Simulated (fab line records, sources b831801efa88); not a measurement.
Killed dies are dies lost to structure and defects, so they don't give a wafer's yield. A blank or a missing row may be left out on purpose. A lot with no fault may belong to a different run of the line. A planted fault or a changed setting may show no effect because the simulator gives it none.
Struck lot and sound lot, side by side / flow sky130 / 35 out of 708 route steps
Sound: the wafers L586.3, L586.4, L586.6. Struck: wafer L580.4 (left out: L580.2, L580.6 of the same lot, which were not struck); the cause appears at the end.
Order at every step that has rows: each side's tool, ch and its chambers, its first start. Under that, the readings that differ: sound wafers / struck wafers / difference of the means / sigmas: that difference in standard deviations of wafers without a fault.
alike: words and numbers the same on both sides, and readings whose means are apart by under 2 such deviations; not compared: readings that were withheld, readings missing a value for some wafer, numbers with overlapping values and no deviation given by the record, and bounds like >300 which may hide the same value.
The two part at a step that has a row with sigmas, a row that says differs or no value, or rows on one side only. Numbers that have no deviation but don't overlap get no sigmas and don't part them. A reading that every wafer of one side lacks parts them only if that side has two wafers or more.

first, 10 steps without rows for these wafers: SKY_METAL2_DEHYDRATE_07 (time 60 s); SKY_METAL2_HMDS_08 (prime time 60 s); SKY_METAL2_COAT_09 (resist thk 60 nm); SKY_METAL2_COAT_10 (resist thk 450 nm); SKY_METAL2_SOFTBAKE_11 (time 90 s); SKY_METAL2_EXPOSE_12 (exposes mask MM2, target cd 140 nm); SKY_METAL2_PEB_13; SKY_METAL2_DEVELOP_14 (develop time 60 s); SKY_METAL2_DESCUM_17 (chemistry O2, time 8 s); SKY_METAL2_ETCH_18 (etches BARC in N2/H2, stops on SiO2, time 45.9 s, target depth 60 nm).
SKY_METAL2_METAL_ETCH_19: etches the open film in Cl2/BCl3, stops on SiO2, target depth 360 nm, time 78 s.
  sound on rie-metal-03 ch 0,1, day 40 07:31; struck on rie-metal-01 ch 0, day 38 17:02
  alike: bias-w, drypump-motor-current-A, oes-product-au, throttle-valve-pct
  not compared: rf-hours-counter-h
then, 23 steps without rows for these wafers: SKY_METAL2_STRIP_20 (strips in O2/N2); SKY_METAL2_STRIP_21 (strips in post etch residue remover, time 1200 s); SKY_METAL2_CLEAN_22 (cleans in IPA, time 180 s); SKY_METAL2_CLEAN_23 (cleans in O3/DIW); SKY_VIA2_HDPCVD_00 (deposits SiO2, target thk 1180 nm, time 196.7 s); SKY_VIA2_CMP_02 (polishes SiO2); SKY_VIA2_DEHYDRATE_04 (time 60 s); SKY_VIA2_HMDS_05 (prime time 60 s); SKY_VIA2_COAT_06 (resist thk 60 nm); SKY_VIA2_COAT_07 (resist thk 450 nm); SKY_VIA2_SOFTBAKE_08 (time 90 s); SKY_VIA2_EXPOSE_09 (exposes mask VIM2, target cd 200 nm); SKY_VIA2_PEB_10; SKY_VIA2_DEVELOP_11 (develop time 60 s); SKY_VIA2_ETCH_14 (etches BARC in N2/H2, stops on SiO2, time 45.9 s, target depth 60 nm); SKY_VIA2_ETCH_15 (etches SiO2 in C4F8/O2/Ar, stops on TiN, target depth 546 nm, time 84 s); SKY_VIA2_STRIP_16 (strips in O2/N2); SKY_VIA2_STRIP_17 (strips in post etch residue remover, time 1200 s); SKY_VIA2_CLEAN_18 (cleans in IPA, time 180 s); SKY_VIA2_CLEAN_19 (cleans in O3/DIW); SKY_VIA2_SPUTTER_20 (material TiN, target thk 20 nm, time 80 s); SKY_VIA2_CVD_21 (deposits W, target thk 420 nm, time 126.4 s); SKY_VIA2_CMP_24 (polishes, stops on SiO2, t overpolish 20 s, target thk 0 nm).
-- the record jumps here: 10 days lie between the struck wafers' starts before and after (it left off in module VIA2 and takes up again in module PAD_OPEN, whose first step shown is number 708 of the route) --
SKY_PAD_OPEN_PROBE_99:
  struck on prober-02, day 48 13:11; sound on prober-02, day 49 16:13
reading=killed_at_M0_to_M3; sound=39 45 40; struck=71; difference=+30; sigmas=+4
reading=killed-at-front-end; sound=17 21 10; struck=7; difference=-9; sigmas=-2
reading=killed-short; sound=39 52 34; struck=26; difference=-16; sigmas=-2
reading=sort_bin_3_pad_short (%); sound=0.2 0.6 0.8; struck=3.3; difference=+2.8; sigmas=+6
reading=model.etest.tester.sort_bin_3_pct (%); sound=0.2033 0.6098 0.813; struck=3.252; difference=+2.710; sigmas=
  alike: defect-limited-yield, killed_at_M4_up, killed-at-contacts, killed-at-other, killed-dies, killed-open, sort_bin_5_function, sort_bin_6_memory, sort-n-pass, sort-yield-pct
  not compared: model.etest.tester.sort-n-pass, model.etest.tester.sort-yield-pct, model.etest.tester.sort_bin_5_pct

WHERE THEY PART
Only at SKY_PAD_OPEN_PROBE_99, as far as this record shows.

WHY: whatever the simulator had introduced
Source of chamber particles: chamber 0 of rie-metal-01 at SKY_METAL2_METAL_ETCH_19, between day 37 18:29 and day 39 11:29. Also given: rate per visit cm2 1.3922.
